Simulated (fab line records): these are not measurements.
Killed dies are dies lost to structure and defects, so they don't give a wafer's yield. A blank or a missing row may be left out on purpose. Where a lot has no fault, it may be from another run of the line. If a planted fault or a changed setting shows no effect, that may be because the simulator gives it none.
Matching of chambers    flow gf180mcu    GF_POLY_GATE_ETCH_12 on rie_diel-02: 4 sister chambers
The step etches BARC in N2/H2. 4 wafers are shown with their chamber, then 10 later ones without.

## WAFERS PAIRED WITH THEIR CHAMBERS
wafer   chamber  throttle_valve_pct (%)
L084.6  1        13.218
L090.6  0        13.207
L091.1  2        13.216
L091.2  3        13.218

## WAFERS WITHOUT THEIR CHAMBER
wafer   throttle_valve_pct (%)
L091.5  13.226
L092.3  13.206
L092.5  13.203
L092.6  13.224
L093.1  13.215
L093.2  13.218
L093.5  13.202
L095.2  13.215
L095.4  13.214
L095.5  13.204

## CHAMBER TAKEN BY EACH
wafer    from the rows above                 in truth
L091.5   can't be placed: 1 or 3 or 2        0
L092.3   0                                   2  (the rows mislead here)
L092.5   0                                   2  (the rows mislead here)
L092.6   can't be placed: 1 or 3 or 2        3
L093.1   can't be placed: 2 or 1 or 3 or 0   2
L093.2   can't be placed: 1 or 3 or 2        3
L093.5   0                                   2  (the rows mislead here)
L095.2   can't be placed: 2 or 1 or 3 or 0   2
L095.4   can't be placed: 2 or 1 or 3 or 0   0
L095.5   0                                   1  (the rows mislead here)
0 of 10 placed correctly. Not placeable from these rows: 6 (in 5, the candidates include the true chamber). Placed wrongly: 4.
How it was worked out, from the rows above alone: a wafer's distance from a chamber is the root of the sum, over the readings, of the square of ((its reading less the chamber's mean) divided by the reading's scatter). If the next closest chamber is less than 2 further off than the closest, the wafer can't be placed; otherwise it belongs to the closest. The mean given for a chamber averages the wafers shown for that chamber. The scatter: root of mean squared gap, hidden wafer to nearest shown wafer, with one shown wafer a chamber.
